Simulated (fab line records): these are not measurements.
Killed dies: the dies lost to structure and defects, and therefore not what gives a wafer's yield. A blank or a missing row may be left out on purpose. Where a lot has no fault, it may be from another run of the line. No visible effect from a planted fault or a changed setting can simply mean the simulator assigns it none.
What tool caused it? | flow gf180mcu | 13 lots, 39 wafers sampled, at 5 steps of a route of 602

WHAT THE GAUGES SHOWED, per wafer
GF_STI_THK_MEAS_30. Usual: STI_OXIDATION_02_THK typically reads 9.94 nm, with standard deviation 0.2.
lot  | measured    | on           | STI_OXIDATION_02_THK (nm) | flag
L574 | day 2 12:03 | filmMetro-03 | 9.95 9.92 10.06           | 
L575 | day 2 17:03 | filmMetro-03 | 10.20 10.16 10.00         | 
L576 | day 2 22:13 | filmMetro-03 | 9.94 9.95 9.85            | 
L577 | day 3 03:29 | filmMetro-03 | 9.86 9.68 10.06           | 
L579 | day 3 12:16 | filmMetro-03 | 9.76 9.93 10.04           | 
L580 | day 3 18:19 | filmMetro-03 | 10.25 10.22 10.13         | 
L581 | day 4 01:23 | filmMetro-03 | 10.01 10.01 9.93          | 
L582 | day 4 05:19 | filmMetro-01 | 9.98 10.23 10.13          | 
L584 | day 4 18:17 | filmMetro-02 | 10.13 10.05 10.07         | 
L589 | day 5 20:22 | filmMetro-02 | 9.71 9.79 9.65            | 
L591 | day 6 05:34 | filmMetro-01 | 10.03 9.85 9.93           | 
L594 | day 7 07:39 | filmMetro-01 | 9.94 9.89 9.90            | 
L595 | day 7 07:39 | filmMetro-03 | 10.16 10.07 10.17         | 

GF_VT_IMPLANT_RS_MEAS_47: measurement is done with a four-point probe. Usual: NWELL_RS typically reads 488.0 ohm/sq, with standard deviation 1.3.
lot  | measured     | on           | NWELL_RS (ohm/sq) | flag
L574 | day 7 19:46  | filmMetro-02 | 488.0 489.3 487.3 | 
L575 | day 8 00:08  | filmMetro-03 | 485.9 486.6 487.0 | 
L576 | day 8 05:08  | filmMetro-03 | 487.1 488.4 487.6 | 
L577 | day 8 13:15  | filmMetro-02 | 489.3 490.8 489.9 | 
L579 | day 8 23:41  | filmMetro-04 | 489.2 489.3 490.5 | 
L580 | day 9 05:53  | filmMetro-04 | 487.9 488.8 489.1 | 
L581 | day 9 14:52  | filmMetro-04 | 487.7 489.8 488.0 | 
L582 | day 9 21:53  | filmMetro-03 | 486.3 485.8 486.4 | 
L584 | day 10 16:07 | filmMetro-03 | 488.9 489.4 488.3 | 
L589 | day 12 03:14 | filmMetro-04 | 500.5 499.9 500.2 | OFF
L591 | day 12 13:41 | filmMetro-03 | 499.0 498.8 497.6 | OFF
L594 | day 14 00:56 | filmMetro-03 | 489.8 487.8 487.1 | 
L595 | day 14 02:49 | filmMetro-03 | 487.2 486.7 486.0 | 

GF_NSD_CD_MEAS_07 targets a cd of 400 nm. Usual: 400.4 nm for cdNm, sd 2.2.
lot  | measured     | on       | cdNm (nm)         | flag
L574 | day 13 19:16 | cdSem-02 | 397.1 398.6 397.7 | 
L575 | day 13 22:20 | cdSem-02 | 399.4 398.3 401.7 | 
L576 | day 14 05:31 | cdSem-02 | 402.0 402.8 404.3 | 
L577 | day 14 14:29 | cdSem-02 | 401.5 400.9 403.5 | 
L579 | day 15 04:34 | cdSem-02 | 399.7 402.0 400.1 | 
L580 | day 15 11:49 | cdSem-01 | 403.7 403.3 404.5 | 
L581 | day 15 19:05 | cdSem-01 | 400.2 399.6 398.9 | 
L582 | day 16 08:40 | cdSem-02 | 398.1 398.7 399.6 | 
L584 | day 17 01:19 | cdSem-01 | 404.5 403.8 401.9 | 
L589 | day 18 21:55 | cdSem-02 | 400.8 401.5 399.3 | 
L591 | day 19 10:04 | cdSem-02 | 402.2 398.1 399.4 | 
L594 | day 21 06:49 | cdSem-02 | 400.1 399.8 399.5 | 
L595 | day 21 10:01 | cdSem-02 | 400.4 400.7 400.6 | 

WHAT TOOL EACH LOT RAN ON (gives the tool, then ch and the chambers of the sampled wafers, and finally the start)
lot  | GF_NWELL_IMPLANT_09            | GF_LVPWELL_STRIP_10
L574 | implanter-04 ch 0, day 3 14:31 | plasmaAsher-04 ch 0,1, day 4 04:24
L575 | implanter-04 ch 0, day 3 18:53 | plasmaAsher-04 ch 0,1, day 4 08:44
L576 | implanter-02 ch 0, day 4 00:25 | plasmaAsher-02 ch 0,1, day 4 13:44
L577 | implanter-03 ch 0, day 4 06:02 | plasmaAsher-02 ch 0,1, day 4 20:05
L579 | implanter-03 ch 0, day 4 15:49 | plasmaAsher-02 ch 0,1, day 5 05:34
L580 | implanter-03 ch 0, day 4 20:25 | plasmaAsher-03 ch 0,1, day 5 11:16
L581 | implanter-02 ch 0, day 5 03:58 | plasmaAsher-02 ch 0, day 5 18:44
L582 | implanter-03 ch 0, day 5 09:05 | plasmaAsher-04 ch 1, day 5 23:37
L584 | implanter-04 ch 0, day 5 22:52 | plasmaAsher-04 ch 0,1, day 6 13:58
L589 | implanter-04 ch 0, day 7 01:11 | plasmaAsher-02 ch 0,1, day 7 16:23
L591 | implanter-04 ch 0, day 7 11:07 | plasmaAsher-03 ch 0,1, day 8 02:58
L594 | implanter-02 ch 0, day 8 13:26 | plasmaAsher-02 ch 0,1, day 9 06:37
L595 | implanter-03 ch 0, day 8 13:52 | plasmaAsher-04 ch 0,1, day 9 07:17
- GF_NWELL_IMPLANT_09
- GF_LVPWELL_STRIP_10: strips in O2/N2.

WHAT THE TOOLS THEMSELVES READ (means of the sampled wafers that have a number; where no wafer has one, the mark that the record gives instead)
GF_NWELL_IMPLANT_09. Usual: doseIonsCm2 3.999e+12, standard deviation 3.8e+09; faradayCurrentUA 22.6, standard deviation 0.42.
lot  | tool         | doseIonsCm2 | faradayCurrentUA | flag
L574 | implanter-04 | 3.994e+12   | 22.5             | 
L575 | implanter-04 | 3.997e+12   | 22.5             | 
L576 | implanter-02 | 4.002e+12   | 22.5             | 
L577 | implanter-03 | 3.999e+12   | 22.4             | 
L579 | implanter-03 | 3.994e+12   | 22.7             | 
L580 | implanter-03 | 3.998e+12   | 22.8             | 
L581 | implanter-02 | 3.998e+12   | 22.5             | 
L582 | implanter-03 | 3.998e+12   | 22.4             | 
L584 | implanter-04 | 4.001e+12   | 22.4             | 
L589 | implanter-04 | 3.438e+12   | 19.4             | OFF
L591 | implanter-04 | 3.442e+12   | 19.9             | OFF
L594 | implanter-02 | 4.001e+12   | 22.5             | 
L595 | implanter-03 | 4.000e+12   | 22.9             | 

GF_LVPWELL_STRIP_10. Usual: chamberPressureMTorr 1500.0 mTorr, standard deviation 1.5; drypumpMotorCurrentA 5.8 A, standard deviation 0.36; heaterPowerW 340 W, standard deviation 30; n2FlowSccm 300.0 sccm, standard deviation 0.88; oesProductAu 0.723 a.u., standard deviation 0.0046; stripTimeToEndpointS 36.95 s, standard deviation 0.088.
lot  | tool           | chamberPressureMTorr (mTorr) | drypumpMotorCurrentA (A) | heaterPowerW (W) | n2FlowSccm (sccm) | oesProductAu (a.u.) | stripTimeToEndpointS (s) | flag
L574 | plasmaAsher-04 | 1500.1                       | 6.0                      | 310              | 299.0             | 0.723               | 36.84                    | 
L575 | plasmaAsher-04 | 1499.1                       | 6.0                      | 312              | 299.8             | 0.721               | 37.01                    | 
L576 | plasmaAsher-02 | 1501.3                       | 5.7                      | 363              | 299.4             | 0.722               | 36.90                    | 
L577 | plasmaAsher-02 | 1499.7                       | 5.6                      | 368              | 300.4             | 0.721               | 36.99                    | 
L579 | plasmaAsher-02 | 1498.7                       | 5.6                      | 368              | 300.8             | 0.725               | 36.96                    | 
L580 | plasmaAsher-03 | 1500.8                       | 5.5                      | 335              | 299.1             | 0.726               | 36.83                    | 
L581 | plasmaAsher-02 | 1500.9                       | 5.8                      | 364              | 299.5             | 0.722               | 36.97                    | 
L582 | plasmaAsher-04 | 1501.8                       | 6.2                      | 288              | 300.2             | 0.724               | 37.02                    | 
L584 | plasmaAsher-04 | 1501.4                       | 6.0                      | 310              | 298.8             | 0.725               | 36.95                    | 
L589 | plasmaAsher-02 | 1499.6                       | 5.6                      | 371              | 300.9             | 0.718               | 36.95                    | 
L591 | plasmaAsher-03 | 1498.7                       | 5.8                      | 339              | 300.2             | 0.722               | 36.94                    | 
L594 | plasmaAsher-02 | 1500.4                       | 5.7                      | 360              | 300.1             | 0.723               | 36.91                    | 
L595 | plasmaAsher-04 | 1499.9                       | 6.0                      | 311              | 300.5             | 0.715               | 37.03                    | 

THE ANSWER, worked out from the rows above alone
Rule: a lot is off if the mean of its wafers that have a number lies more than 3 standard deviations from the usual mean. Also off: a lot with no number at a reading for which 4 or more lots have one. Where the step has rows for the other lots, those lots are counted as sound. Order of review: gauges by route order, followed by the tools' own readings, for which a lot's mean as printed above is used. The first step at which some lot is off is used, and at that step the reading that is off furthest; a lot without a number counts as furthest.
Off: L589, L591, at GF_VT_IMPLANT_RS_MEAS_47 (NWELL_RS).
If a tool, at a process step before that reading, ran all the lots that are off and no sound lot after the first of them, it fits. Not tried: the gauges at GF_VT_IMPLANT_RS_MEAS_47; whatever is off there is also off at GF_NWELL_IMPLANT_09, on other tools, and gauge error can't account for it. One candidate fits, namely implanter-04 at GF_NWELL_IMPLANT_09. A fault onset in the window from L584 (day 5 22:52, its last sound lot) to L589 (day 7 01:11, its first lot off) fits.
The tool's own readings at GF_NWELL_IMPLANT_09 bear it out: on the lots that are off they differ by more than 5 times the standard deviation of the sound lots' means. doseIonsCm2 reads 3.440e+12 there against 3.998e+12 on the sound lots; faradayCurrentUA reads 19.6 there against 22.6 on the sound lots.

WHAT THE SIMULATOR HAD INSERTED
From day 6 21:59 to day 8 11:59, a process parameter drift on implanter-04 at GF_NWELL_IMPLANT_09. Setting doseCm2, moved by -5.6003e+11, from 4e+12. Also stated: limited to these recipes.
Shown lots that were struck: L589, L591. The rule above reached the same finding.
